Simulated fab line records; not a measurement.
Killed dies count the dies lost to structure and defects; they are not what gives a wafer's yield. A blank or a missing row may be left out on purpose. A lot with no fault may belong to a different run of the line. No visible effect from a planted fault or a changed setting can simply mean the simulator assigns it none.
What tool caused it? -- flow gf180mcu -- Sampling: 12 lots, 36 wafers, 5 of 602 route steps

== WHAT THE GAUGES SHOWED, per wafer ==
GF_HV_LDD_THK_MEAS_55.
lot,measured,on,HV_LDD_CVD_54_THK (nm)
L992,day 12 07:09,film-metro-02,9.91 9.88 9.98
L995,day 13 09:51,film-metro-02,10.10 10.13 10.08
L996,day 13 17:05,film-metro-02,10.01 10.13 10.06
L997,day 14 01:49,film-metro-01,10.04 10.05 10.23
L998,day 14 11:29,film-metro-02,10.16 9.97 10.08
L100,day 15 04:42,film-metro-03,9.77 9.97 9.78
L101,day 15 13:32,film-metro-01,10.15 10.06 10.06
L102,day 16 01:23,film-metro-01,9.67 9.94 9.98
L105,day 17 00:33,film-metro-01,10.09 10.04 9.97
L106,day 17 09:21,film-metro-03,9.97 10.04 9.76
L107,day 17 14:04,film-metro-03,10.02 10.07 10.08
L108,day 17 20:26,film-metro-03,10.25 10.23 10.16

GF_M1_THK_MEAS_06: measures by xrf.
lot,measured,on,M1_ALCU_THK (nm)
L992,day 15 23:13,film-metro-04,457 455 454
L995,day 17 06:11,film-metro-03,457 458 458
L996,day 17 14:15,film-metro-04,451 453 452
L997,day 18 00:20,film-metro-04,457 452 458
L998,day 18 09:43,film-metro-04,459 454 451
L100,day 19 05:50,film-metro-04,464 465 461
L101,day 19 16:01,film-metro-03,460 460 462
L102,day 20 05:33,film-metro-03,458 456 456
L105,day 21 05:55,film-metro-03,465 464 466
L106,day 21 14:28,film-metro-02,454 456 450
L107,day 21 19:05,film-metro-03,481 478 479
L108,day 22 01:54,film-metro-03,482 480 475

== EACH LOT AND THE TOOL THAT RAN IT (in order: tool; ch and the chambers of the sampled wafers; start) ==
lot,GF_SAB_CVD_00,GF_SAB_STRIP_13,GF_M1_SPUTTER_04
L992,"pecvd-03 ch 0,1,2, day 14 01:02","plasma-asher-02 ch 0,1, day 14 22:43","pvd-sputter-03, day 15 23:02"
L995,"pecvd-01 ch 0,1,2, day 15 06:05","plasma-asher-03 ch 0,1, day 16 04:16","pvd-sputter-03, day 17 06:01"
L996,"pecvd-01 ch 0,1,2, day 15 14:20","plasma-asher-02 ch 0, day 16 12:37","pvd-sputter-02, day 17 14:05"
L997,"pecvd-03 ch 1,2, day 15 23:32","plasma-asher-03 ch 0,1, day 16 22:01","pvd-sputter-02, day 18 00:11"
L998,"pecvd-04 ch 0,1,2, day 16 09:12","plasma-asher-02 ch 0,1, day 17 07:28","pvd-sputter-02, day 18 09:34"
L100,"pecvd-03 ch 0,1,2, day 17 04:08","plasma-asher-02 ch 0,1, day 18 02:55","pvd-sputter-02, day 19 05:40"
L101,"pecvd-04 ch 1,2, day 17 12:48","plasma-asher-02 ch 0, day 18 12:13","pvd-sputter-02, day 19 15:52"
L102,"pecvd-03 ch 0,2, day 18 01:45","plasma-asher-03 ch 0, day 19 01:31","pvd-sputter-02, day 20 05:23"
L105,"pecvd-03 ch 0,1, day 19 02:52","plasma-asher-03 ch 0,1, day 20 03:07","pvd-sputter-02, day 21 05:45"
L106,"pecvd-01 ch 0,1,2, day 19 11:06","plasma-asher-02 ch 0,1, day 20 11:31","pvd-sputter-01, day 21 14:19"
L107,"pecvd-01 ch 0,1,2, day 19 16:21","plasma-asher-03 ch 0,1, day 20 16:31","pvd-sputter-02, day 21 18:55"
L108,"pecvd-04 ch 1,2, day 19 23:38","plasma-asher-03 ch 0,1, day 20 23:10","pvd-sputter-02, day 22 01:44"
- GF_SAB_CVD_00: deposits SiO2 from TEOS, target thk 50 nm, time 4.9302 s.
- GF_SAB_STRIP_13: strips in O2/N2.
- GF_M1_SPUTTER_04: material TiN, target thk 50 nm, time 41.7 s.

== AS READ BY THE TOOLS THEMSELVES (means over the sampled wafers that have a number; for cases with no such wafer, the mark the record gives instead) ==
GF_SAB_CVD_00.
lot,tool,heater-power-w (W),rf-fwd-power-W (W)
L992,pecvd-03,742,587
L995,pecvd-01,628,587
L996,pecvd-01,625,587
L997,pecvd-03,763,589
L998,pecvd-04,625,587
L100,pecvd-03,765,589
L101,pecvd-04,711,590
L102,pecvd-03,712,590
L105,pecvd-03,748,585
L106,pecvd-01,594,585
L107,pecvd-01,614,588
L108,pecvd-04,660,592

GF_SAB_STRIP_13.
lot,tool,drypump-motor-current-A (A),heater-power-w (W),oes-product-au (a.u.),strip-time-to-endpoint-s (s)
L992,plasma-asher-02,6.0,361,0.710,12.56
L995,plasma-asher-03,5.2,314,0.708,12.60
L996,plasma-asher-02,5.9,327,0.710,12.55
L997,plasma-asher-03,5.2,317,0.713,12.58
L998,plasma-asher-02,6.0,355,0.707,12.59
L100,plasma-asher-02,6.0,352,0.707,12.63
L101,plasma-asher-02,5.9,325,0.713,12.65
L102,plasma-asher-03,5.2,333,0.713,12.59
L105,plasma-asher-03,5.2,326,0.713,12.60
L106,plasma-asher-02,6.0,350,0.708,12.62
L107,plasma-asher-03,5.2,329,0.709,12.57
L108,plasma-asher-03,5.2,325,0.710,12.61

GF_M1_SPUTTER_04.
lot,tool,throttle-valve-pct (%)
L992,pvd-sputter-03,29.6
L995,pvd-sputter-03,29.7
L996,pvd-sputter-02,29.9
L997,pvd-sputter-02,29.8
L998,pvd-sputter-02,30.5
L100,pvd-sputter-02,29.9
L101,pvd-sputter-02,30.2
L102,pvd-sputter-02,30.1
L105,pvd-sputter-02,30.4
L106,pvd-sputter-01,30.3
L107,pvd-sputter-02,29.9
L108,pvd-sputter-02,30.0

== THE ANSWER, worked out from the rows above alone ==
Rule: the lots themselves supply what counts as usual. The widest of any qualifying gaps counts: lots, ordered by their means at a reading, are off when they make up no more than a third of the lots, leave a main group of 4 or more, and stand apart from it by 3 or more times the standard deviation of that group's means. If all means in a main group match to the digits the tables above print for the reading, that group is not used. Also off: a lot with no number at a reading for which 4 or more lots have one. All remaining lots with rows at the step are treated as sound. After the gauges, taken in route order, come the tools' own readings; for these a lot's mean is taken, as printed above. At the first step where some lot is off, the reading lying furthest off is the one used; lots without a number count as furthest.
Off: at GF_M1_THK_MEAS_06 (M1_ALCU_THK), L107, L108. For the main group the mean is 457 nm and the standard deviation 4.1.
If a tool, at a process step before that reading, ran all the lots that are off and no sound lot after the first of them, it fits. The gauges at GF_M1_THK_MEAS_06 are tried like those tools. Can't be told from this: 3 tools fit, plasma-asher-03 at GF_SAB_STRIP_13, pvd-sputter-02 at GF_M1_SPUTTER_04, film-metro-03 at GF_M1_THK_MEAS_06.

== WHAT HAD BEEN PUT IN BY THE SIMULATOR ==
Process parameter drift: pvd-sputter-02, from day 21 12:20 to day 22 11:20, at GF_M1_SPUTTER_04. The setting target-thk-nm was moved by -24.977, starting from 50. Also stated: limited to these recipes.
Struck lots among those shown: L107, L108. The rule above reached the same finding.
